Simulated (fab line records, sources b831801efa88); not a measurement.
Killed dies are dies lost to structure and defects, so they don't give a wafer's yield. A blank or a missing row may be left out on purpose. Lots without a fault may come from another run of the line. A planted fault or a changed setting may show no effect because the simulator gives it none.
Which tool did it? | flow gf180mcu | 13 lots, 39 wafers sampled, at 2 steps of a route of 602

WHAT THE GAUGES READ, wafer by wafer
GF_NSD_CD_MEAS_07: target cd 400 nm.
lot  | measured     | on        | cd_nm (nm)
L307 | day 13 09:24 | cd_sem-02 | 402.5 398.4 397.8
L308 | day 13 15:16 | cd_sem-02 | 402.0 400.1 403.0
L309 | day 14 01:07 | cd_sem-02 | 399.6 399.4 400.8
L311 | day 14 19:01 | cd_sem-01 | 401.2 399.0 399.5
L315 | day 16 08:54 | cd_sem-02 | 401.0 400.9 403.0
L322 | day 18 16:46 | cd_sem-02 | 397.2 397.1 397.6
L324 | day 19 05:47 | cd_sem-02 | 400.8 401.4 401.7
L325 | day 19 11:28 | cd_sem-01 | 401.5 401.2 401.0
L326 | day 19 23:19 | cd_sem-02 | 399.3 401.4 400.1
L327 | day 20 10:43 | cd_sem-01 | 398.5 397.6 399.7
L328 | day 20 16:02 | cd_sem-01 | 403.8 400.9 405.2
L329 | day 20 19:52 | cd_sem-01 | 401.4 402.4 400.2
L330 | day 21 05:23 | cd_sem-02 | 405.2 403.6 404.1

GF_NSD_TW_MEAS_12.
lot  | measured     | on            | NSD_TW
L307 | day 13 09:57 | film_metro-02 | 4268 4264 4247
L308 | day 13 15:50 | film_metro-01 | 4314 4344 4327
L309 | day 14 01:40 | film_metro-02 | 4272 4263 4275
L311 | day 14 19:34 | film_metro-02 | 4274 4272 4260
L315 | day 16 09:28 | film_metro-02 | 4297 4282 4258
L322 | day 18 17:19 | film_metro-03 | 4266 4287 4273
L324 | day 19 06:20 | film_metro-03 | 4293 4313 4316
L325 | day 19 12:01 | film_metro-01 | 4297 4283 4280
L326 | day 19 23:53 | film_metro-03 | 4308 4298 4316
L327 | day 20 11:16 | film_metro-02 | 4298 4283 4278
L328 | day 20 16:35 | film_metro-02 | 4287 4282 4280
L329 | day 20 20:26 | film_metro-02 | 4301 4276 4285
L330 | day 21 05:56 | film_metro-02 | 4281 4256 4245

WHICH TOOL RAN EACH LOT (tool, then ch and the chambers of the sampled wafers, then the start)
The record holds no process step before these readings.

WHAT THE TOOLS THEMSELVES READ (means of the sampled wafers that have a number; where no wafer has one, the mark that the record gives instead)
The record holds no such reading with a usual standard deviation.

THE ANSWER, worked out from the rows above alone
Rule: what is usual is taken from the lots themselves. Put in order of their means at a reading, lots are off if they are a third of the lots or fewer, leave a main group of 4 or more, and stand apart from it by a gap of 3 or more times the standard deviation of the main group's means; of several such gaps the widest counts. A main group whose means are all the same, to the digits that the tables above print for the reading, isn't used. A lot without any number at a reading at which 4 lots or more have one is off too. The other lots that the step has rows for count as sound. The gauges are gone through in route order, then the tools' own readings, and for those a lot's mean is taken as printed above. The first step at which some lot is off is used, and at that step the reading that is off furthest; a lot without a number counts as furthest.
No lot is off at any reading shown: from this, nothing can be told.

WHAT THE SIMULATOR HAD PUT IN
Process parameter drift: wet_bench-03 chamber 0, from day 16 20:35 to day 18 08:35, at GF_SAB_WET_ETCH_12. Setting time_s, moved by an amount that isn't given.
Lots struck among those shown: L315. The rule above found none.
